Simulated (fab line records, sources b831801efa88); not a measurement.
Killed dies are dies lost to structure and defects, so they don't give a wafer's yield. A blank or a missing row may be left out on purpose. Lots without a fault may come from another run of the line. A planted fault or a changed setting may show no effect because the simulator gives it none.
Which tool did it? | flow gf180mcu | 12 lots, 36 wafers sampled, at 1 step of a route of 602

WHAT THE GAUGES READ, wafer by wafer
GF_DUAL_GATE_OVL_MEAS_11.
lot  | measured     | on         | DUAL_GATE_OVL (nm)
L075 | day 8 14:05  | overlay-02 | -2.7 -0.3 -1.8
L077 | day 9 06:01  | overlay-01 | -2.8 -2.8 -2.8
L079 | day 9 20:08  | overlay-01 | -2.6 -2.3 -3.2
L081 | day 10 09:47 | overlay-01 | 0.5 1.3 0.9
L083 | day 10 21:19 | overlay-01 | -3.6 -2.7 -2.7
L085 | day 11 14:22 | overlay-02 | -0.3 -2.0 -0.4
L087 | day 12 02:40 | overlay-01 | -1.7 0.0 -1.7
L089 | day 12 21:40 | overlay-01 | -1.1 -2.5 -2.0
L091 | day 13 07:40 | overlay-01 | -1.7 -0.7 -0.3
L093 | day 13 19:38 | overlay-01 | -2.3 -0.1 -1.4
L095 | day 14 11:41 | overlay-02 | -2.5 -1.8 -0.3
L097 | day 14 23:58 | overlay-01 | -2.2 -1.9 -1.0

WHICH TOOL RAN EACH LOT (tool, then ch and the chambers of the sampled wafers, then the start)
The record holds no process step before these readings.

THE ANSWER, worked out from the rows above alone
Rule: what is usual is taken from the lots themselves. Put in order of their means at a reading, lots are off if they are a third of the lots or fewer, leave a main group of 4 or more, and stand apart from it by a gap of 3 or more times the standard deviation of the main group's means; of several such gaps the widest counts. A main group whose means are all the same, to the digits that the tables above print for the reading, isn't used. A lot without any number at a reading at which 4 lots or more have one is off too. The other lots that the step has rows for count as sound.
No lot is off at any reading shown: from this, nothing can be told.

WHAT THE SIMULATOR HAD PUT IN
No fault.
